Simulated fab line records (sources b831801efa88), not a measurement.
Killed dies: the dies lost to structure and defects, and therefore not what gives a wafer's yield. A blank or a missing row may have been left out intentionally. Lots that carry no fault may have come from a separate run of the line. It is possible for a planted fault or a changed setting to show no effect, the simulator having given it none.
Which tool did it? :: flow sfq line :: 42 wafers sampled from 14 lots at 1 step of a route of 325

== WHAT EACH GAUGE READ, for each wafer ==
The record holds no reading of a measuring or inspecting step that can be judged against a usual standard deviation.

== EACH LOT AND THE TOOL THAT RAN IT (in order: tool; ch and the chambers of the sampled wafers; start) ==
lot: L800
SFQ_TRILAYER_I3_VIA_LITHO_COAT_085: litho track-04 ch 0, day 29 16:43

lot: L801
SFQ_TRILAYER_I3_VIA_LITHO_COAT_085: litho track-01 ch 0, day 30 08:57

lot: L802
SFQ_TRILAYER_I3_VIA_LITHO_COAT_085: litho track-03 ch 0, day 30 14:57

lot: L803
SFQ_TRILAYER_I3_VIA_LITHO_COAT_085: litho track-01 ch 0, day 30 20:57

lot: L805
SFQ_TRILAYER_I3_VIA_LITHO_COAT_085: litho track-04 ch 0, day 31 09:09

lot: L806
SFQ_TRILAYER_I3_VIA_LITHO_COAT_085: litho track-04 ch 0, day 31 12:03

lot: L808
SFQ_TRILAYER_I3_VIA_LITHO_COAT_085: litho track-01 ch 0, day 32 14:49

lot: L809
SFQ_TRILAYER_I3_VIA_LITHO_COAT_085: litho track-01 ch 0, day 33 23:57

lot: L811
SFQ_TRILAYER_I3_VIA_LITHO_COAT_085: litho track-03 ch 0, day 34 12:07

lot: L816
SFQ_TRILAYER_I3_VIA_LITHO_COAT_085: litho track-01 ch 0, day 36 23:57

lot: L817
SFQ_TRILAYER_I3_VIA_LITHO_COAT_085: litho track-04 ch 0, day 37 15:21

lot: L818
SFQ_TRILAYER_I3_VIA_LITHO_COAT_085: litho track-01 ch 0, day 37 18:21

lot: L819
SFQ_TRILAYER_I3_VIA_LITHO_COAT_085: litho track-04 ch 0, day 38 05:57

lot: L822
SFQ_TRILAYER_I3_VIA_LITHO_COAT_085: litho track-03 ch 0, day 39 16:16
- SFQ_TRILAYER_I3_VIA_LITHO_COAT_085: resist thk 650 nm.

== WHAT THE TOOLS THEMSELVES READ (means of the sampled wafers that have a number; where no wafer has one, the mark that the record gives instead) ==
SFQ_TRILAYER_I3_VIA_LITHO_COAT_085. Usual: 2999.9 rpm for spin speed rpm, sd 1.9.
lot: L800
tool: litho track-04
spin speed rpm (rpm): 2997.9
flag: 

lot: L801
tool: litho track-01
spin speed rpm (rpm): 3002.2
flag: 

lot: L802
tool: litho track-03
spin speed rpm (rpm): 2999.9
flag: 

lot: L803
tool: litho track-01
spin speed rpm (rpm): 3001.5
flag: 

lot: L805
tool: litho track-04
spin speed rpm (rpm): 2999.4
flag: 

lot: L806
tool: litho track-04
spin speed rpm (rpm): 2998.8
flag: 

lot: L808
tool: litho track-01
spin speed rpm (rpm): 2999.0
flag: 

lot: L809
tool: litho track-01
spin speed rpm (rpm): 3000.3
flag: 

lot: L811
tool: litho track-03
spin speed rpm (rpm): 2996.3
flag: 

lot: L816
tool: litho track-01
spin speed rpm (rpm): 2998.8
flag: 

lot: L817
tool: litho track-04
spin speed rpm (rpm): 2730.8
flag: OFF

lot: L818
tool: litho track-01
spin speed rpm (rpm): 2998.6
flag: 

lot: L819
tool: litho track-04
spin speed rpm (rpm): 2732.8
flag: OFF

lot: L822
tool: litho track-03
spin speed rpm (rpm): 2999.5
flag: 

== THE ANSWER, worked out from the rows above alone ==
Rule: take the mean of a lot's wafers that have a number; if it is more than 3 standard deviations from the usual mean, the lot is off. Also off: a lot with no number at a reading for which 4 or more lots have one. All remaining lots with rows at the step are treated as sound. The gauges are gone through in route order, then the tools' own readings, and for those a lot's mean is taken as printed above. The first step at which some lot is off is used, and at that step the reading that is off furthest; a lot without a number counts as furthest.
Off: L817, L819, at SFQ_TRILAYER_I3_VIA_LITHO_COAT_085 (spin speed rpm).
A tool fits if, at that step or a process step before it, it ran every lot that is off, and no sound lot after the first of them. One candidate fits, namely litho track-04 at SFQ_TRILAYER_I3_VIA_LITHO_COAT_085. A fault onset in the window from L806 (day 31 12:03, its last sound lot) to L817 (day 37 15:21, its first lot off) fits.
On the lots that are off, the tool's own readings at SFQ_TRILAYER_I3_VIA_LITHO_COAT_085 differ by more than 5 times the standard deviation of the sound lots' means, which bears it out; spin speed rpm reads 2731.8 rpm there versus 2999.3 rpm on the sound lots.

== WHAT THE SIMULATOR HAD INSERTED ==
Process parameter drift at SFQ_TRILAYER_I3_VIA_LITHO_COAT_085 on litho track-04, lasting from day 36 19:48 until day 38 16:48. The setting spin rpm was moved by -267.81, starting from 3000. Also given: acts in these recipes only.
Shown lots that were struck: L817, L819. The rule above reached the same finding.
